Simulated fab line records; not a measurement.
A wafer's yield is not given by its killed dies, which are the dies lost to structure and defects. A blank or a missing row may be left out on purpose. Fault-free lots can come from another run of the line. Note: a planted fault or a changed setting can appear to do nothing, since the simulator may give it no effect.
Split-lot study || flow sfq_line || 23 wafers read from 5 lots, route of 325 steps

## ABOUT THE SPLIT
At SFQ_TRILAYER_I2_CMP_CMP_064 (polishes SiO2), the setting leave_above_ref_nm was moved away from the recipe's 200 nm on 8 of the 23 wafers read, by -4.7% to +6.5%. The other wafers ran this setting at the recipe's value.

Split to reading: the file shows no intervening step.

## THE READING
thk_nm, in nm, at SFQ_TRILAYER_I2_METRO_MEASURE_065. On this fab line, fault-free wafers typically give 199.5 nm with a standard deviation of 1.2 nm.

{"wafer": "L074.1", "tool, chamber at the split": "cmp-02, 0", "leave_above_ref_nm as run, nm": 208.6, "against the recipe": "+4.3%", "thk_nm, nm": 208.4, "against lot-mates on the recipe": "+7.7"}
{"wafer": "L074.2", "tool, chamber at the split": "cmp-02, 3", "leave_above_ref_nm as run, nm": 200, "against the recipe": "recipe", "thk_nm, nm": 201.3, "against lot-mates on the recipe": "-"}
{"wafer": "L074.3", "tool, chamber at the split": "cmp-02, 2", "leave_above_ref_nm as run, nm": 208.6, "against the recipe": "+4.3%", "thk_nm, nm": 204.9, "against lot-mates on the recipe": "+4.2"}
{"wafer": "L074.4", "tool, chamber at the split": "cmp-02, 1", "leave_above_ref_nm as run, nm": 200, "against the recipe": "recipe", "thk_nm, nm": 200.2, "against lot-mates on the recipe": "-"}
{"wafer": "L074.5", "tool, chamber at the split": "cmp-02, 1", "leave_above_ref_nm as run, nm": 208.6, "against the recipe": "+4.3%", "thk_nm, nm": 208.7, "against lot-mates on the recipe": "+7.9"}
{"wafer": "L075.1", "tool, chamber at the split": "cmp-01, 3", "leave_above_ref_nm as run, nm": 200, "against the recipe": "recipe", "thk_nm, nm": 199.5, "against lot-mates on the recipe": "-"}
{"wafer": "L075.2", "tool, chamber at the split": "cmp-01, 0", "leave_above_ref_nm as run, nm": 200, "against the recipe": "recipe", "thk_nm, nm": 200.0, "against lot-mates on the recipe": "-"}
{"wafer": "L075.4", "tool, chamber at the split": "cmp-01, 1", "leave_above_ref_nm as run, nm": 200, "against the recipe": "recipe", "thk_nm, nm": 198.5, "against lot-mates on the recipe": "-"}
{"wafer": "L079.1", "tool, chamber at the split": "cmp-02, 0", "leave_above_ref_nm as run, nm": 200, "against the recipe": "recipe", "thk_nm, nm": 200.1, "against lot-mates on the recipe": "-"}
{"wafer": "L079.3", "tool, chamber at the split": "cmp-02, 3", "leave_above_ref_nm as run, nm": 190.6, "against the recipe": "-4.7%", "thk_nm, nm": 191.8, "against lot-mates on the recipe": -7.8}
{"wafer": "L079.4", "tool, chamber at the split": "cmp-02, 2", "leave_above_ref_nm as run, nm": 200, "against the recipe": "recipe", "thk_nm, nm": 199.2, "against lot-mates on the recipe": "-"}
{"wafer": "L079.5", "tool, chamber at the split": "cmp-02, 2", "leave_above_ref_nm as run, nm": 190.6, "against the recipe": "-4.7%", "thk_nm, nm": 189.2, "against lot-mates on the recipe": -10.4}
{"wafer": "L079.6", "tool, chamber at the split": "cmp-02, 3", "leave_above_ref_nm as run, nm": 190.6, "against the recipe": "-4.7%", "thk_nm, nm": 191.9, "against lot-mates on the recipe": -7.7}
{"wafer": "L081.2", "tool, chamber at the split": "cmp-01, 1", "leave_above_ref_nm as run, nm": 200, "against the recipe": "recipe", "thk_nm, nm": 200.3, "against lot-mates on the recipe": "-"}
{"wafer": "L081.3", "tool, chamber at the split": "cmp-01, 3", "leave_above_ref_nm as run, nm": 213, "against the recipe": "+6.5%", "thk_nm, nm": 212.2, "against lot-mates on the recipe": "+12.6"}
{"wafer": "L081.4", "tool, chamber at the split": "cmp-01, 2", "leave_above_ref_nm as run, nm": 200, "against the recipe": "recipe", "thk_nm, nm": 199.0, "against lot-mates on the recipe": "-"}
{"wafer": "L081.5", "tool, chamber at the split": "cmp-01, 0", "leave_above_ref_nm as run, nm": 213, "against the recipe": "+6.5%", "thk_nm, nm": 211.3, "against lot-mates on the recipe": "+11.7"}
{"wafer": "L081.6", "tool, chamber at the split": "cmp-01, 1", "leave_above_ref_nm as run, nm": 200, "against the recipe": "recipe", "thk_nm, nm": 199.4, "against lot-mates on the recipe": "-"}
{"wafer": "L084.1", "tool, chamber at the split": "cmp-01, 2", "leave_above_ref_nm as run, nm": 200, "against the recipe": "recipe", "thk_nm, nm": 197.5, "against lot-mates on the recipe": "-"}
{"wafer": "L084.2", "tool, chamber at the split": "cmp-01, 3", "leave_above_ref_nm as run, nm": 200, "against the recipe": "recipe", "thk_nm, nm": 197.8, "against lot-mates on the recipe": "-"}
{"wafer": "L084.3", "tool, chamber at the split": "cmp-01, 1", "leave_above_ref_nm as run, nm": 200, "against the recipe": "recipe", "thk_nm, nm": 198.8, "against lot-mates on the recipe": "-"}
{"wafer": "L084.4", "tool, chamber at the split": "cmp-01, 0", "leave_above_ref_nm as run, nm": 200, "against the recipe": "recipe", "thk_nm, nm": 196.4, "against lot-mates on the recipe": "-"}
{"wafer": "L084.5", "tool, chamber at the split": "cmp-01, 3", "leave_above_ref_nm as run, nm": 200, "against the recipe": "recipe", "thk_nm, nm": 197.9, "against lot-mates on the recipe": "-"}

THE FIT
A straight line over all 23 wafers: thk_nm changes by +1.86 nm for each +1% of leave_above_ref_nm; r = +0.97; the points scatter about the line by 1.4 nm.
The same after taking each lot's own level away (the mean of its wafers on the recipe; 23 wafers): +1.78 nm for each +1%; r = +0.98; scatter 1.1 nm.
On that fit, the largest move of leave_above_ref_nm shifts the reading by 12 nm.
From 197.68 to 200.75 nm: that is the span of the lots' own levels, equal to 2.6 times the standard deviation above.
Hence the lot-to-lot level has little effect on the slope; both slopes agree.
Check: +11.1 nm against its lot-mates is what the line predicts for one of the wafers moved furthest among these (+6.5%) when that wafer is left out of the fit. Against them it came out at +12.6 nm.

## ADDITIONAL SPLITS CARRIED BY THESE WAFERS
Before the reading, these wafers also passed through other splits. Each is held against what the fit with the lots' levels taken away leaves over:
{"other split on the same wafers": "SFQ_TRILAYER_M1_LITHO_PEB_042 peb_temp_c", "wafers away from the commonest value": 8, "r with thk_nm (lot level and that fit taken away)": "+0.08"}
{"other split on the same wafers": "SFQ_TRILAYER_I1_CMP_CMP_046 leave_above_ref_nm", "wafers away from the commonest value": 8, "r with thk_nm (lot level and that fit taken away)": "+0.09"}
{"other split on the same wafers": "SFQ_TRILAYER_I1_VIA_LITHO_COAT_049 spin_rpm", "wafers away from the commonest value": 11, "r with thk_nm (lot level and that fit taken away)": -0.26}
{"other split on the same wafers": "SFQ_TRILAYER_M2_DEP_SPUTTER_055 time_s", "wafers away from the commonest value": 9, "r with thk_nm (lot level and that fit taken away)": "+0.04"}
{"other split on the same wafers": "SFQ_TRILAYER_M2_LITHO_COAT_062 resist_thk_nm", "wafers away from the commonest value": 8, "r with thk_nm (lot level and that fit taken away)": "+0.17"}
{"other split on the same wafers": "SFQ_TRILAYER_M2_ETCH_METAL_ETCH_060 bias_w", "wafers away from the commonest value": 5, "r with thk_nm (lot level and that fit taken away)": -0.20}

## THE WHOLE CHAIN: every reading that the file lists as answering this split, in the file's order
{"step": "SFQ_TRILAYER_I2_CMP_CMP_064", "what it does": "polishes SiO2", "reading": "SiO2_of_TRILAYER_I2_DEP_PECVD_063.thk_nm (the simulator's own value, which no gauge read)", "change (the file's fit)": "+1.79 nm for each +1% of the setting", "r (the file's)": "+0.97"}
{"step": "SFQ_TRILAYER_I2_METRO_MEASURE_065", "what it does": "", "reading": "thk_nm", "change (the file's fit)": "+1.79 nm for each +1% of the setting", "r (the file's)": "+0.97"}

## FILE'S OWN FIT
thk_nm changes by +1.79 nm for each +1% of leave_above_ref_nm, r = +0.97.
